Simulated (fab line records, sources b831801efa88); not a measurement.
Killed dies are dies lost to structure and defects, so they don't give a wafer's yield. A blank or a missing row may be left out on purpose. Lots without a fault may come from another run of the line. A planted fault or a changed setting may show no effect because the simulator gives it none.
Which tool did it? | flow sfq_line | 14 lots, 42 wafers sampled, at 6 steps of a route of 325

WHAT THE GAUGES READ, wafer by wafer
SFQ_JJ_RS_MEAS_929: measures by four-point-probe.
lot  | measured     | on            | JJ_NB_RS (ohm/sq)
L126 | day 45 06:41 | film_metro-04 | 1.026 1.020 1.018
L127 | day 45 17:16 | film_metro-04 | 1.093 1.079 1.072
L129 | day 51 09:07 | film_metro-04 | 1.059 1.053 1.056
L130 | day 51 15:04 | film_metro-03 | 1.044 1.048 1.043
L131 | day 51 21:23 | film_metro-03 | 1.034 1.041 1.045
L132 | day 51 23:49 | film_metro-03 | 1.047 1.038 1.038
L133 | day 52 11:51 | film_metro-04 | 1.043 1.055 1.049
L134 | day 53 13:04 | film_metro-03 | 1.044 1.047 1.044
L137 | day 55 07:23 | film_metro-03 | 1.038 1.039 1.041
L138 | day 55 13:16 | film_metro-03 | 1.033 1.233 1.039
L140 | day 56 13:14 | film_metro-04 | 1.065 1.053 1.243
L144 | day 58 01:52 | film_metro-03 | 1.037 1.045 1.038
L145 | day 58 03:38 | film_metro-04 | 1.056 1.055 1.058
L149 | day 64 13:08 | film_metro-04 | 1.041 1.052 1.042

SFQ_I7_BOW_MEAS_946.
lot  | measured     | on            | I7_BOW (um)
L126 | day 80 11:19 | film_metro-04 | 9 25 15
L127 | day 80 14:17 | film_metro-03 | -3 -11 1
L129 | day 81 08:31 | film_metro-02 | 1 11 10
L130 | day 81 10:52 | film_metro-03 | 3 2 7
L131 | day 81 12:36 | film_metro-04 | 16 15 6
L132 | day 81 17:25 | film_metro-02 | 7 17 14
L133 | day 82 01:19 | film_metro-03 | 23 24 14
L134 | day 83 10:31 | film_metro-04 | 3 11 20
L137 | day 84 16:30 | film_metro-04 | 12 6 6
L138 | day 85 01:30 | film_metro-03 | 19 14 11
L140 | day 85 13:29 | film_metro-03 | 5 3 -4
L144 | day 87 01:43 | film_metro-04 | 9 0 -4
L145 | day 87 04:42 | film_metro-04 | 1 0 7
L149 | day 88 04:40 | film_metro-04 | 10 7 5

SFQ_M8_RS_MEAS_949: measures by four-point-probe.
lot  | measured     | on            | M8_AU_RS (ohm/sq)
L126 | day 84 16:19 | film_metro-03 | 0.1545 0.1544 0.1536
L127 | day 87 01:23 | film_metro-02 | 0.1521 0.1535 0.1525
L129 | day 87 04:59 | film_metro-01 | 0.1510 0.1526 0.1528
L130 | day 87 06:10 | film_metro-02 | 0.1544 0.1559 0.1544
L131 | day 87 07:22 | film_metro-02 | 0.1501 0.1515 0.1513
L132 | day 87 12:49 | film_metro-03 | 0.1542 0.1534 0.1529
L133 | day 87 14:03 | film_metro-01 | 0.1533 0.1550 0.1532
L134 | day 87 16:26 | film_metro-02 | 0.1504 0.1509 0.1517
L137 | day 88 15:32 | film_metro-01 | 0.1524 0.1531 0.1520
L138 | day 88 23:26 | film_metro-03 | 0.1532 0.1560 0.1570
L140 | day 89 17:15 | film_metro-01 | 0.1530 0.1539 0.1549
L144 | day 90 18:53 | film_metro-01 | 0.1522 0.1527 0.1528
L145 | day 90 23:40 | film_metro-03 | 0.1497 0.1520 0.1504
L149 | day 91 18:52 | film_metro-01 | 0.1520 0.1523 0.1508

WHICH TOOL RAN EACH LOT (tool, then ch and the chambers of the sampled wafers, then the start)
lot  | SFQ_TRILAYER_JJ_TRILAYER_DEP_SPUTTER_112 | SFQ_TRILAYER_JJ_CE_ETCH_RIE_118   | SFQ_TRILAYER_C5_STRIP_STRIP_155
L126 | pvd_sputter-03, day 45 06:34             | rie_metal-02 ch 0,1, day 50 18:13 | rie_metal-02 ch 0,1, day 66 14:28
L127 | pvd_sputter-05, day 45 17:10             | rie_metal-02 ch 1, day 50 23:59   | rie_metal-04 ch 1, day 66 16:40
L129 | pvd_sputter-03, day 51 09:01             | rie_metal-04 ch 0,1, day 51 12:51 | rie_metal-03 ch 0,1, day 67 12:20
L130 | pvd_sputter-03, day 51 14:59             | rie_metal-04 ch 0, day 52 00:13   | rie_metal-03 ch 0,1, day 67 21:56
L131 | pvd_sputter-03, day 51 21:19             | rie_metal-04 ch 0, day 52 02:37   | rie_metal-03 ch 0,1, day 68 01:39
L132 | pvd_sputter-04, day 51 23:43             | rie_metal-04 ch 0, day 52 05:04   | rie_metal-04 ch 1, day 68 08:51
L133 | pvd_sputter-05, day 52 11:43             | rie_metal-02 ch 0,1, day 52 16:58 | rie_metal-04 ch 0,1, day 68 12:51
L134 | pvd_sputter-05, day 53 12:57             | rie_metal-04 ch 0,1, day 53 16:57 | rie_metal-04 ch 0,1, day 69 11:39
L137 | pvd_sputter-04, day 55 07:17             | rie_metal-04 ch 0,1, day 55 11:08 | rie_metal-04 ch 1, day 70 10:36
L138 | pvd_sputter-04, day 55 13:10             | rie_metal-02 ch 0,1, day 55 17:17 | rie_metal-04 ch 0,1, day 70 22:24
L140 | pvd_sputter-04, day 56 13:10             | rie_metal-02 ch 0,1, day 56 17:55 | rie_metal-03 ch 0,1, day 71 21:38
L144 | pvd_sputter-03, day 58 01:46             | rie_metal-03 ch 0,1, day 58 05:36 | rie_metal-04 ch 0,1, day 73 10:50
L145 | pvd_sputter-05, day 58 03:34             | rie_metal-03 ch 0,1, day 58 08:00 | rie_metal-02 ch 0,1, day 73 13:22
L149 | pvd_sputter-03, day 64 13:03             | rie_metal-04 ch 0,1, day 64 16:59 | rie_metal-04 ch 0,1, day 74 19:22
- SFQ_TRILAYER_JJ_TRILAYER_DEP_SPUTTER_112: material Nb, target thk 170 nm, time 113.3 s.
- SFQ_TRILAYER_JJ_CE_ETCH_RIE_118: chemistry SF6, target Nb, stops on Al2O3, time 97.7 s, target depth 170 nm.
- SFQ_TRILAYER_C5_STRIP_STRIP_155: strips in O2.

WHAT THE TOOLS THEMSELVES READ (means of the sampled wafers that have a number; where no wafer has one, the mark that the record gives instead)
SFQ_TRILAYER_JJ_TRILAYER_DEP_SPUTTER_112.
lot  | tool           | throttle_valve_pct (%)
L126 | pvd_sputter-03 | 29.9
L127 | pvd_sputter-05 | 30.5
L129 | pvd_sputter-03 | 30.9
L130 | pvd_sputter-03 | 29.9
L131 | pvd_sputter-03 | 30.1
L132 | pvd_sputter-04 | 30.5
L133 | pvd_sputter-05 | 30.2
L134 | pvd_sputter-05 | 30.4
L137 | pvd_sputter-04 | 30.6
L138 | pvd_sputter-04 | 30.4
L140 | pvd_sputter-04 | 30.5
L144 | pvd_sputter-03 | 29.7
L145 | pvd_sputter-05 | 30.3
L149 | pvd_sputter-03 | 28.8

SFQ_TRILAYER_JJ_CE_ETCH_RIE_118.
lot  | tool         | drypump_motor_current_A (A) | oes_product_au (a.u.) | rf_fwd_power_W (W)
L126 | rie_metal-02 | 6.0                         | 0.989                 | 596.3
L127 | rie_metal-02 | 5.4                         | 0.987                 | 597.4
L129 | rie_metal-04 | 5.4                         | 0.987                 | 596.1
L130 | rie_metal-04 | 5.1                         | 0.990                 | 598.4
L131 | rie_metal-04 | 5.1                         | 0.991                 | 594.6
L132 | rie_metal-04 | 5.1                         | 0.986                 | 595.9
L133 | rie_metal-02 | 5.7                         | 0.983                 | 596.5
L134 | rie_metal-04 | 5.3                         | 0.994                 | 594.3
L137 | rie_metal-04 | 5.3                         | 0.994                 | 595.6
L138 | rie_metal-02 | 6.0                         | 0.967                 | 595.3
L140 | rie_metal-02 | 6.0                         | 0.958                 | 597.1
L144 | rie_metal-03 | 6.1                         | 0.994                 | 594.7
L145 | rie_metal-03 | 6.0                         | 0.995                 | 598.0
L149 | rie_metal-04 | 5.3                         | 0.994                 | 597.6

SFQ_TRILAYER_C5_STRIP_STRIP_155.
lot  | tool         | drypump_motor_current_A (A) | oes_product_au (a.u.)
L126 | rie_metal-02 | 5.7                         | 0.988
L127 | rie_metal-04 | 5.9                         | 1.005
L129 | rie_metal-03 | 6.1                         | 1.009
L130 | rie_metal-03 | 6.1                         | 1.007
L131 | rie_metal-03 | 6.0                         | 1.005
L132 | rie_metal-04 | 5.8                         | 1.001
L133 | rie_metal-04 | 5.6                         | 0.999
L134 | rie_metal-04 | 5.6                         | 1.002
L137 | rie_metal-04 | 5.8                         | 0.999
L138 | rie_metal-04 | 5.3                         | 1.001
L140 | rie_metal-03 | 6.1                         | 1.001
L144 | rie_metal-04 | 5.3                         | 1.005
L145 | rie_metal-02 | 6.0                         | 1.003
L149 | rie_metal-04 | 5.3                         | 1.004

THE ANSWER, worked out from the rows above alone
Rule: what is usual is taken from the lots themselves. Put in order of their means at a reading, lots are off if they are a third of the lots or fewer, leave a main group of 4 or more, and stand apart from it by a gap of 3 or more times the standard deviation of the main group's means; of several such gaps the widest counts. A main group whose means are all the same, to the digits that the tables above print for the reading, isn't used. A lot without any number at a reading at which 4 lots or more have one is off too. The other lots that the step has rows for count as sound. The gauges are gone through in route order, then the tools' own readings, and for those a lot's mean is taken as printed above. The first step at which some lot is off is used, and at that step the reading that is off furthest; a lot without a number counts as furthest.
Off: L138, L140, at SFQ_TRILAYER_JJ_CE_ETCH_RIE_118 (oes_product_au). The main group: mean 0.990 a.u., standard deviation 0.0038.
A tool fits if, at that step or a process step before it, it ran every lot that is off, and no sound lot after the first of them. Can't be told from this: 2 tools fit, pvd_sputter-04 at SFQ_TRILAYER_JJ_TRILAYER_DEP_SPUTTER_112, rie_metal-02 at SFQ_TRILAYER_JJ_CE_ETCH_RIE_118.

WHAT THE SIMULATOR HAD PUT IN
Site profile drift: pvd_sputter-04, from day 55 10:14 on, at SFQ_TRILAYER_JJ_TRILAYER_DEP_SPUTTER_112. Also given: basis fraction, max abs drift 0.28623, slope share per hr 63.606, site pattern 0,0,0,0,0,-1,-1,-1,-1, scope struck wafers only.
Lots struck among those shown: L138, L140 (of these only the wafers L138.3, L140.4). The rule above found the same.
